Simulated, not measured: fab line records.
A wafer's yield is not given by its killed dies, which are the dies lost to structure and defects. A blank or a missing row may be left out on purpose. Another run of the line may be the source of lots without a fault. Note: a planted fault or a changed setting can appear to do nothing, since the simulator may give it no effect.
Check for tools in common    flow sky130    Sampled: 12 lots, 36 wafers

WHAT PROMPTED THE OPENING
Of 12 lots, 2 have the reading LDD_P_TW flagged at SKY_LDD_P_TW_MEAS_11. Fault-free wafers read 639.7, with a standard deviation of 2.5.
Rule: flag the lot when none of its wafers has a number, or when each of its wafers that has one lies beyond 4 standard deviations from that mean. All remaining lots are regarded as sound.

lot   measured      on             LDD_P_TW, wafer by wafer  flag
L387  day 20 00:19  film metro-03  643.1 642.4 639.7         
L389  day 20 06:28  film metro-01  641.0 638.9 641.5         
L390  day 20 22:10  film metro-04  636.3 639.2 642.3         
L391  day 21 05:49  film metro-04  640.9 644.2 644.0         
L392  day 21 10:47  film metro-04  639.4 643.5 640.5         
L393  day 21 16:33  film metro-03  636.5 636.8 635.8         
L394  day 21 22:04  film metro-03  636.4 637.7 635.5         
L396  day 22 15:51  film metro-01  640.7 639.2 642.5         
L397  day 23 02:18  film metro-03  642.8 642.0 641.6         
L400  day 24 07:50  film metro-04  638.2 643.8 640.0         
L403  day 24 22:07  film metro-03  663.3 662.0 660.1         FLAGGED
L406  day 26 00:55  film metro-04  660.9 664.4 664.4         FLAGGED
On average the flagged lots' numbers are 662.5, which is +22.8 against the usual, or +9 standard deviations.

LOT BY LOT: THE TOOL USED
The record holds 2 process steps before the reading, out of a route of 708 steps. Each cell gives the tool, then ch followed by the chambers the sampled wafers passed through, then the start.
lot   flag     SKY_RES_PROTECT_STRIP_07              SKY_LDD_P_IMPLANT_09
L387           plasma asher-01 ch 0,1, day 15 22:49  implanter-01 ch 0, day 20 00:04
L389           plasma asher-03 ch 0,1, day 16 04:02  implanter-02 ch 0, day 20 06:14
L390           plasma asher-01 ch 0,1, day 16 19:45  implanter-01 ch 0, day 20 21:55
L391           plasma asher-01 ch 0,1, day 17 02:49  implanter-03 ch 0, day 21 05:35
L392           plasma asher-04 ch 0,1, day 17 10:49  implanter-03 ch 0, day 21 10:34
L393           plasma asher-03 ch 0,1, day 17 14:10  implanter-01 ch 0, day 21 16:18
L394           plasma asher-01 ch 0,1, day 17 19:27  implanter-01 ch 0, day 21 21:49
L396           plasma asher-01 ch 0,1, day 18 14:15  implanter-03 ch 0, day 22 15:36
L397           plasma asher-04 ch 0,1, day 19 00:08  implanter-03 ch 0, day 23 02:03
L400           plasma asher-04 ch 0,1, day 20 07:34  implanter-03 ch 0, day 24 07:36
L403  FLAGGED  plasma asher-04 ch 0,1, day 20 22:08  implanter-01 ch 0, day 24 21:53
L406  FLAGGED  plasma asher-03 ch 0,1, day 22 01:12  implanter-01 ch 0, day 26 00:41
What is done by these steps:
- SKY_RES_PROTECT_STRIP_07: strips in O2/N2.
- SKY_LDD_P_IMPLANT_09
- SKY_LDD_P_TW_MEAS_11

FLAGGED AGAINST TOTAL, ONE TOOL AT A TIME (gauges that did the reading follow at the end)
step                      tool             lots run  flagged  share of the flagged lots  sound lots run after its first flagged lot
SKY_RES_PROTECT_STRIP_07  plasma asher-01  5         0        none                       -
SKY_RES_PROTECT_STRIP_07  plasma asher-03  3         1        some                       0
SKY_RES_PROTECT_STRIP_07  plasma asher-04  4         1        some                       0
SKY_LDD_P_IMPLANT_09      implanter-01     6         2        all                        0
SKY_LDD_P_IMPLANT_09      implanter-02     1         0        none                       -
SKY_LDD_P_IMPLANT_09      implanter-03     5         0        none                       -
SKY_LDD_P_TW_MEAS_11      film metro-01    2         0        none                       -
SKY_LDD_P_TW_MEAS_11      film metro-03    5         1        some                       0
SKY_LDD_P_TW_MEAS_11      film metro-04    5         1        some                       0

WHAT IS ALLOWED BY THE TABLE
In the table, 1 row covers all flagged lots: implanter-01 at SKY_LDD_P_IMPLANT_09.
- implanter-01 at SKY_LDD_P_IMPLANT_09: 2 of its 6 lots flagged. A fault beginning between L394 (day 21 21:49), its last sound lot, and L403 (day 24 21:53), its first flagged one, fits the data. Its own readings lie more than 4 standard deviations out on every wafer of the flagged lots: beam energy keV.
implanter-01 at SKY_LDD_P_IMPLANT_09 is the single tool remaining.

WHAT HAD BEEN PUT IN BY THE SIMULATOR
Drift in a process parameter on implanter-01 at SKY_LDD_P_IMPLANT_09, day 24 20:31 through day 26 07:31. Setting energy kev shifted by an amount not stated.
Lots struck among those shown: L403, L406. The rule above reached the same finding.
